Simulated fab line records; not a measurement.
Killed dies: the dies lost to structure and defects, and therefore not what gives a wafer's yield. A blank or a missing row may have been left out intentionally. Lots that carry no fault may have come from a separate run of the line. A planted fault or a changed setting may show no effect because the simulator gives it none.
Code-filled problem report in 8D (eight disciplines) form	flow gf180mcu	the parts of the form that need people (team, actions taken, sign-off) are left out

## 1. THE ISSUE
Mean of oes_product_au at GF_HV_LDD_ETCHBACK_58: 0.781 a.u. across 2 wafers in 2 lots; on wafers with no fault it is 0.841 a.u. (standard deviation 0.0075). Measured from the usual mean, that is -8.0 standard deviations.
The step: etches Si3N4 in CH3F/O2, stops on SiO2, time 100 s, target depth 90 nm.
Earliest sighting: wafer L748.4 on rie_diel-03 at day 17 12:48. The record has a number at this step for 14 wafers belonging to 6 lots. The rule behind "out" and "out of limits": a value lying over 4 standard deviations away from the usual mean. All remaining wafers that have a number are taken as sound.

## 2. WHAT THIS IS AND IS NOT
question	is	is not
which readings at this step	oes_product_au	drypump_motor_current_A, throttle_valve_pct
which lots	L748, L749	L734, L740, L752, L756
which wafers of those lots	all that have a number	-
read on which tools	rie_diel-03	rie_diel-01, rie_diel-02
when	from day 17 12:48	up to then (6 sound wafers); but 6 sound wafers of L752, L756 came after

## 3. WHAT RULES OUT EACH SUSPECT
Counting: any tool at a process step up to the reading is kept as a suspect provided that every lot that is out went through it and no sound lot did after the first of them.
- rie_diel-03 at GF_HV_LDD_ETCHBACK_58 (etches Si3N4 in CH3F/O2, stops on SiO2, time 100 s, target depth 90 nm): kept. It ran every lot that is out, first L748 (day 17 12:48), and no sound lot after that; its last sound lot up to then is L740 (day 14 11:43). On those wafers its own readings are out: oes_product_au.
The count leaves rie_diel-03 at GF_HV_LDD_ETCHBACK_58.

## 4. THE CAUSE (what the simulator had put in)
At GF_HV_LDD_ETCHBACK_58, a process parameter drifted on rie_diel-03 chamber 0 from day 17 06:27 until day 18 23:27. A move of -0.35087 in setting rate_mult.
The count eliminated every tool but this one.

## 5. SEQUENCE OF EFFECTS, ordered by route
Each row: a reading whose mean over the struck wafers that have a number lies more than 3 standard deviations from the usual. Only readings for which the record gives a usual standard deviation are gone through. hours: the time from each lot's start at the first step in this table that gives one to its start at this step, as a median over the lots. sigmas: the change in usual standard deviations.
hours	step	reading	usual	on struck wafers	change	sigmas
0	GF_HV_LDD_ETCHBACK_58	oes_product_au	0.841 a.u.	0.781	-0.060	-8.0
The process steps in it:
- GF_HV_LDD_ETCHBACK_58: etches Si3N4 in CH3F/O2, stops on SiO2, time 100 s, target depth 90 nm.

## 6. WHAT WOULD HAVE CAUGHT IT SOONER
In this record no reading fell out of limits until day 17 12:48, 6 hours after the fault had begun at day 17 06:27.
